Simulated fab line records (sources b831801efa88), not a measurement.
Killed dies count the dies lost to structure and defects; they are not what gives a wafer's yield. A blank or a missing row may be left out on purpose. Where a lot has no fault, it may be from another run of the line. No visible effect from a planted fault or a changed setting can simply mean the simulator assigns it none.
fab line records	flow sky130
[record] lots = 12	wafers = 35	last_day = 50
route steps=708 shown METAL4@598 VIA4@645 METAL5@667 PAD_OPEN@708
lots with no fault: from the same line, run without faults
start_h: the number of hours between the record's first day and the start of the first shown wafer of the lot	wait_h: hours elapsed since this lot's preceding step	" identical to the entry in the row above	L1.1+2: a single row standing in for several wafers	- either no value or no given start	* or withheld: withheld	< > ~ a bound
route shown NAME@n: names a module that has steps shown in the file, with the first one's number in the route	usual: mean/standard deviation of fault-free wafers	same: alike in all rows	chamber/n: place in a boat	sites: readings site by site	_std_site: their standard deviation	_edge_site: the outer-site mean with the inner-site mean subtracted	radius_mm: how far each site lies from the wafer's centre	mask NAME#n: copy n	behind: tool/chamber where the wafer was last shaped	hold: the reason the lot was held/the length of the hold in hours/how it ended	device: the transistor (n, p or np) that didn't switch	end of line: the same wafers' tests at the end of the route	where a step has no rows: the recipe by itself	killed: count of dies lost to structure and defects at first sort (not the wafer's yield)	map: shows each die of a wafer: x if killed, . if not, _ if none is there
set.NAME: the setting the step ran with; set.NAME@STEP: the setting that earlier step ran with	model.NAME: the simulator's own value behind a step, which no gauge read
one table for each step of the route and one row for each wafer, over a sample of lots
services: from which hour (start_h, from the record's first day; less than 0 if before it) a tool's chamber was out of use, for how many hours, and why
[[steps]]
[step SKY_METAL4_SPUTTER_00]
[recipe] material = Ti	target_thk_nm = 15	power_w = 3000	time_s = 10	chamber_pressure_pa = 0.4
[usual] throttle_valve_pct = 29.8/1.3
lot.wafer	tool	chamber	start_h	wait_h	throttle_valve_pct
L160.1	pvd_sputter-04	-	980.10	0.1	30.7
L160.3	"	-	"	"	28.3
L160.5	"	-	"	"	29.9
L161.1	pvd_sputter-04	-	981.96	0.2	30.6
L161.4	"	-	"	"	28.0
L161.6	"	-	"	"	29.8
L162.2	pvd_sputter-03	-	982.60	0.2	30.8
L162.4	"	-	"	"	28.8
L162.6	"	-	"	"	31.0
L163.1	pvd_sputter-04	-	986.50	0.2	28.6
L163.3	"	-	"	"	28.2
L163.6	"	-	"	"	28.0
L165.2	pvd_sputter-03	-	998.96	0.1	31.0
L165.5	"	-	"	"	30.7
L165.6	"	-	"	"	28.3
L164.1	pvd_sputter-04	-	999.63	0.2	28.4
L164.2	"	-	"	"	28.0
L164.3	"	-	"	"	30.8
L169.2	pvd_sputter-04	-	1030.05	0.2	27.9
L169.4	"	-	"	"	30.6
L169.5	"	-	"	"	28.0
L171.1	pvd_sputter-04	-	1044.59	0.2	30.1
L171.2	"	-	"	"	30.7
L176.3	pvd_sputter-01	-	1074.24	0.1	31.7
L176.4	"	-	"	"	30.9
L176.5	"	-	"	"	31.7
L177.4	pvd_sputter-03	-	1082.14	0.2	30.9
L177.5	"	-	"	"	30.9
L177.6	"	-	"	"	29.1
L178.3	pvd_sputter-04	-	1084.09	0.2	28.0
L178.4	"	-	"	"	30.5
L178.5	"	-	"	"	30.4
L179.1	pvd_sputter-01	-	1086.48	0.1	32.0
L179.5	"	-	"	"	31.2
L179.6	"	-	"	"	31.9
[step SKY_METAL4_SPUTTER_03]
[recipe] material = Ti	target_thk_nm = 5	power_w = 3000	time_s = 3.3	chamber_pressure_pa = 0.4
[usual] throttle_valve_pct = 29.8/1.3
lot.wafer	tool	chamber	start_h	wait_h	throttle_valve_pct
L160.1	pvd_sputter-04	-	980.18	0.0	30.6
L160.3	"	-	"	"	28.2
L160.5	"	-	"	"	30.0
L161.1	pvd_sputter-04	-	982.05	0.0	30.7
L161.4	"	-	"	"	28.4
L161.6	"	-	"	"	30.0
L162.2	pvd_sputter-03	-	982.68	0.0	31.0
L162.4	"	-	"	"	28.5
L162.6	"	-	"	"	31.0
L163.1	pvd_sputter-04	-	986.59	0.0	28.5
L163.3	"	-	"	"	28.1
L163.6	"	-	"	"	28.0
L165.2	pvd_sputter-03	-	999.04	0.0	30.9
L165.5	"	-	"	"	30.8
L165.6	"	-	"	"	28.3
L164.1	pvd_sputter-04	-	999.72	0.0	28.4
L164.2	"	-	"	"	28.3
L164.3	"	-	"	"	30.6
L169.2	pvd_sputter-04	-	1030.13	0.0	28.1
L169.4	"	-	"	"	30.3
L169.5	"	-	"	"	28.1
L171.1	pvd_sputter-04	-	1044.68	0.0	30.1
L171.2	"	-	"	"	30.7
L176.3	pvd_sputter-01	-	1074.33	0.0	31.6
L176.4	"	-	"	"	31.1
L176.5	"	-	"	"	31.4
L177.4	pvd_sputter-03	-	1082.23	0.0	31.0
L177.5	"	-	"	"	31.0
L177.6	"	-	"	"	28.9
L178.3	pvd_sputter-04	-	1084.18	0.0	27.8
L178.4	"	-	"	"	30.9
L178.5	"	-	"	"	30.1
L179.1	pvd_sputter-01	-	1086.57	0.0	31.7
L179.5	"	-	"	"	31.2
L179.6	"	-	"	"	31.8
[step SKY_VIA4_COAT_06]
[recipe] resist = NOVOLAK	spin_rpm = 3000	resist_thk_nm = 1140
lot.wafer	tool	chamber	start_h	wait_h
L160.1+3+5	litho_track-04	0	1042.84	0.1
L161.1+4+6	litho_track-01	0	1044.18	0.1
L162.2+4+6	litho_track-01	0	1044.80	0.1
L163.1+3+6	litho_track-04	0	1047.44	0.1
L165.2+5+6	litho_track-04	0	1058.37	0.1
L164.1+2+3	litho_track-03	0	1058.94	0.1
L169.2+4+5	litho_track-04	0	1088.27	0.1
L171.1+2	litho_track-04	0	1100.94	0.1
L176.3+4+5	litho_track-03	0	1129.14	0.1
L177.4+5+6	litho_track-03	0	1137.27	0.1
L178.3+4+5	litho_track-03	0	1138.84	0.1
L179.1+5+6	litho_track-03	0	1140.64	0.1
[step SKY_VIA4_STRIP_13]
[recipe] chemistry = O2/N2	power_w = 1400	pressure_mtorr = 1500	platen_temp_c = withheld	o2_flow_sccm = 3000	n2_flow_sccm = 300	overash_fraction = 0.5
[usual] drypump_motor_current_A = 5.6/0.52	oes_product_au = 0.710/0.0044	strip_time_to_endpoint_s = 12.803/0.026
lot.wafer	tool	chamber	start_h	wait_h	drypump_motor_current_A	oes_product_au	rf_hours_counter_h	strip_time_to_endpoint_s
L160.1	plasma_asher-01	1	1054.24	-	5.8	0.694	94	12.755
L160.3	"	1	"	"	5.9	0.711	-	12.771
L160.5	"	0	"	"	5.0	0.716	-	12.787
L161.1	plasma_asher-01	0	1055.24	-	4.9	0.719	95	12.759
L161.4	"	1	"	"	5.9	0.703	-	12.835
L161.6	"	1	"	"	5.8	0.705	-	12.812
L162.2	plasma_asher-01	1	1055.90	-	5.9	0.720	95	12.804
L162.4	"	0	"	"	5.0	0.711	-	12.802
L162.6	"	1	"	"	5.8	0.710	-	12.772
L163.1	plasma_asher-04	1	1058.74	-	6.1	0.707	30	12.751
L163.3	"	0	"	"	6.4	0.707	-	12.807
L163.6	"	0	"	"	6.4	0.711	-	12.813
L165.2	plasma_asher-01	0	1069.94	-	5.0	0.715	96	12.768
L165.5	"	1	"	"	5.8	0.713	-	12.760
L165.6	"	0	"	"	5.0	0.717	-	12.801
L164.1	plasma_asher-04	1	1070.65	-	6.1	0.715	31	12.769
L164.2	"	0	"	"	6.4	0.712	31	12.844
L164.3	"	0	"	"	6.4	0.709	-	12.758
L169.2	plasma_asher-02	0	1099.50	-	5.4	0.707	3	12.286
L169.4	"	0	"	"	5.5	0.709	-	12.786
L169.5	"	1	"	"	5.2	0.705	-	12.247
L171.1	plasma_asher-01	0	1112.05	-	5.0	0.711	100	12.772
L171.2	"	1	"	"	5.9	0.719	100	12.281
L176.3	plasma_asher-04	1	1139.54	-	6.1	0.703	-	12.803
L176.4	"	0	"	"	6.4	0.708	-	12.823
L176.5	"	1	"	"	6.1	0.711	-	12.813
L177.4	plasma_asher-04	1	1146.54	-	6.1	0.711	-	12.810
L177.5	"	0	"	"	6.4	0.710	-	12.805
L177.6	"	1	"	"	6.1	0.708	-	12.809
L178.3	plasma_asher-01	0	1148.54	-	5.0	0.710	-	12.819
L178.4	"	1	"	"	5.8	0.708	-	12.790
L178.5	"	0	"	"	5.0	0.713	-	12.835
L179.1	plasma_asher-01	0	1149.75	-	5.0	0.707	104	12.819
L179.5	"	0	"	"	5.0	0.709	-	12.805
L179.6	"	1	"	"	5.8	0.712	-	12.782
[step SKY_METAL5_THK_MEAS_06]
[recipe] thk_meas_gauge = xrf	reads = AlCu_of_METAL5_SPUTTER_02
[usual] METAL5_ALCU_THK = 1161/15
lot.wafer	tool	chamber	start_h	wait_h	METAL5_ALCU_THK[nm]
L160.1	film_metro-03	-	1055.92	0.1	1172
L160.3	"	-	"	"	1165
L160.5	"	-	"	"	1166
L161.1	film_metro-03	-	1056.82	0.1	1174
L161.4	"	-	"	"	1162
L161.6	"	-	"	"	1158
L162.2	film_metro-02	-	1057.49	0.1	1183
L162.4	"	-	"	"	1181
L162.6	"	-	"	"	1161
L163.1	film_metro-03	-	1060.35	0.1	1161
L163.3	"	-	"	"	1151
L163.6	"	-	"	"	1160
L165.2	film_metro-01	-	1071.52	0.1	1172
L165.5	"	-	"	"	1164
L165.6	"	-	"	"	1173
L164.1	film_metro-02	-	1072.22	0.1	1162
L164.2	"	-	"	"	1157
L164.3	"	-	"	"	1161
L169.2	film_metro-01	-	1101.15	0.1	1168
L169.4	"	-	"	"	1171
L169.5	"	-	"	"	1183
L171.1	film_metro-03	-	1113.66	0.1	1157
L171.2	"	-	"	"	1149
L176.3	film_metro-03	-	1141.10	0.1	1182
L176.4	"	-	"	"	1163
L176.5	"	-	"	"	1168
L177.4	film_metro-03	-	1148.12	0.1	1172
L177.5	"	-	"	"	1171
L177.6	"	-	"	"	1177
L178.3	film_metro-02	-	1150.14	0.1	1153
L178.4	"	-	"	"	1139
L178.5	"	-	"	"	1136
L179.1	film_metro-03	-	1151.39	0.1	1149
L179.5	"	-	"	"	1140
L179.6	"	-	"	"	1131
[step SKY_PAD_OPEN_PROBE_99]
[usual] defect_limited_yield = 82.7/1.9	killed_at_M0_to_M3 = 44/7.2	killed_at_M4_up = 2.9/1.8	killed_at_contacts = 24/5.2	killed_at_front_end = 15/4	killed_at_other = 0.2/0.49	killed_dies = 85/9.1	killed_open = 47/6.8	killed_short = 38/5.7	sort_bin_3_pad_short = 0.9/0.44	sort_bin_5_function = 10.3/1.4	sort_bin_6_memory = 6.2/1.1	sort_n_pass = 407/9.1	sort_yield_pct = 82.7/1.9
[same] gross_dies = 492	killed_at_back_side = 0	sort_bin_4_leakage[%] = 0	sort_bin_8_speed[%] = 0
lot.wafer	tool	chamber	start_h	wait_h	defect_limited_yield[%]	killed_at_M0_to_M3	killed_at_M4_up	killed_at_contacts	killed_at_front_end	killed_at_other	killed_dies	killed_open	killed_short	sort_bin_3_pad_short[%]	sort_bin_5_function[%]	sort_bin_6_memory[%]	sort_n_pass	sort_yield_pct[%]
L160.1	prober-02	-	1123.80	0.1	81.9	50	2	29	8	0	89	52	37	1.0	10.4	6.7	403	81.9
L160.3	prober-02	-	1123.90	0.2	79.7	50	7	24	19	0	100	55	45	0.4	12.6	7.3	392	79.7
L160.5	prober-02	-	1124.00	0.2	82.7	50	5	21	9	0	85	52	33	0.8	9.8	6.7	407	82.7
// killed by level:class
L160.1 VIA3:geometric_particle:open=13 CONTACT:geometric_particle:open=10 VIA1:geometric_particle:open=10 LI_CONTACT:geometric_particle:open=8 METAL2:geometric_particle:short=8 VIA1:geometric_particle:short=5 LOCAL_INTERCONNECT:geometric_particle:short=4 CONTACT:geometric_particle:short=4
L160.3 VIA1:geometric_particle:open=13 LI_CONTACT:geometric_particle:open=9 FIELD_ISO:geometric_particle:open=7 VIA3:geometric_particle:open=7 METAL2:geometric_particle:short=7 VIA1:geometric_particle:short=6 POLY_GATE:geometric_particle:short=5 CONTACT:geometric_particle:open=5
L160.5 VIA1:geometric_particle:open=13 VIA3:geometric_particle:open=10 CONTACT:geometric_particle:open=7 VIA2:geometric_particle:open=7 LI_CONTACT:geometric_particle:open=6 METAL1:geometric_particle:short=6 VIA1:geometric_particle:short=5 METAL2:geometric_particle:short=5
[[services]]
tool	chamber	start_h	hours	kind
pvd_sputter-01	-	962.29	24.6	repair
pvd_sputter-03	-	987.38	2.8	repair
pvd_sputter-04	-	1026.40	2.1	repair
plasma_asher-02	-	1055.25	9.0	pm
plasma_asher-02	0	1055.25	9.0	vent_cycle
plasma_asher-02	1	1055.25	9.0	vent_cycle
plasma_asher-02	0	1064.25	-	clean
plasma_asher-02	1	1064.25	-	clean
pvd_sputter-03	-	1072.49	4.3	repair
plasma_asher-02	-	1080.83	0.9	repair
pvd_sputter-03	-	1117.44	4.0	repair
plasma_asher-01	-	1122.75	2.4	repair
plasma_asher-04	-	1130.26	2.5	repair
pvd_sputter-04	-	1130.77	2.8	repair
[[key]]
[first_sign] step = SKY_VIA4_STRIP_13	reading = strip_time_to_endpoint_s	direction = down	sigmas = 20	usual = *	struck = *
effect none on later readings
met_at SKY_VIA4_COAT_06
struck_lots L169,L171
struck_wafers L169.2,L169.5,L171.2
not_acting_at SKY_METAL4_SPUTTER_00,SKY_METAL4_SPUTTER_03,SKY_METAL5_THK_MEAS_06
onset_between 1058.37 1088.27
[fault] kind = process_parameter_drift	tool = litho_track-04	chamber = -	onset_h = 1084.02	steps = SKY_VIA4_COAT_06	channel = resist_thk_nm	offset = -47.499	shape = step	end_h = 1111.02	scope = struck_wafers_only	acts_in = these_recipes_only	stated = 1140
